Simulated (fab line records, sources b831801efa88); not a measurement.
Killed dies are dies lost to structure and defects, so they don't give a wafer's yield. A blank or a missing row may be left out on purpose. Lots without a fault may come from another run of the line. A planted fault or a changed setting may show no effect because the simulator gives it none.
Chamber matching | flow sky130 | SKY_POLY_CUT_ETCH_10 on rie_diel-04: 4 sister chambers
The step etches BARC in N2/H2, stops on SiO2, time 45.9 s, target depth 60 nm. 14 wafers are shown with their chamber, then 7 later ones without.

WAFERS WITH THEIR CHAMBER
wafer  | chamber | drypump_motor_current_A (A) | throttle_valve_pct (%) | oes_product_au (a.u.)
L082.1 | 0       | 5.2                         | 13.228                 | 0.845
L082.3 | 1       | 5.7                         | 13.212                 | 0.858
L082.5 | 2       | 6.3                         | 13.222                 | 0.848
L084.4 | 0       | 5.3                         | 13.212                 | 0.855
L084.5 | 1       | 5.7                         | 13.240                 | 0.854
L084.6 | 0       | 5.3                         | 13.216                 | 0.861
L088.2 | 2       | 6.2                         | 13.228                 | 0.860
L088.5 | 0       | 5.3                         | 13.220                 | 0.852
L088.6 | 3       | 6.4                         | 13.223                 | 0.859
L089.1 | 1       | 5.7                         | 13.219                 | 0.857
L089.2 | 0       | 5.3                         | 13.208                 | 0.856
L089.5 | 0       | 5.2                         | 13.239                 | 0.862
L090.4 | 3       | 6.4                         | 13.218                 | 0.850
L090.5 | 1       | 5.7                         | 13.241                 | 0.855

SIGNATURES (means of the wafers above)
reading                 | chamber 0 | chamber 1 | chamber 2 | chamber 3 | scatter within a chamber
drypump_motor_current_A | 5.267     | 5.700     | 6.250     | 6.400     | 0.0428
throttle_valve_pct      | 13.22050  | 13.22800  | 13.22500  | 13.22050  | 0.0115
oes_product_au          | 0.85517   | 0.85600   | 0.85400   | 0.85450   | 0.00563
Rule: a wafer's distance from a chamber is the root of the sum, over the readings, of the square of ((its reading less the chamber's mean) divided by the reading's scatter). The wafer belongs to the nearest chamber; if the next one is less than 2 further off, it can't be placed. The scatter: the root of (the sum of the squares of (reading less its chamber's mean) over the shown wafers, divided by (wafers less chambers)).

WAFERS WITHOUT THEIR CHAMBER
wafer  | drypump_motor_current_A (A) | throttle_valve_pct (%) | oes_product_au (a.u.)
L090.6 | 5.3                         | 13.231                 | 0.854
L096.3 | 5.3                         | 13.228                 | 0.860
L096.4 | 6.3                         | 13.235                 | 0.851
L096.5 | 5.3                         | 13.224                 | 0.860
L097.1 | 5.2                         | 13.221                 | 0.858
L097.3 | 6.4                         | 13.234                 | 0.857
L097.4 | 6.4                         | 13.214                 | 0.855

WHICH CHAMBER EACH WENT THROUGH
wafer  | from the rows above     | in truth
L090.6 | 0                       | 0
L096.3 | 0                       | 0
L096.4 | can't be placed: 2 or 3 | 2
L096.5 | 0                       | 0
L097.1 | 0                       | 0
L097.3 | 3                       | 3
L097.4 | 3                       | 3
Placed correctly: 6 of 7. Can't be placed from these rows: 1 (the true chamber is among the candidates in 1). Placed wrongly: 0.
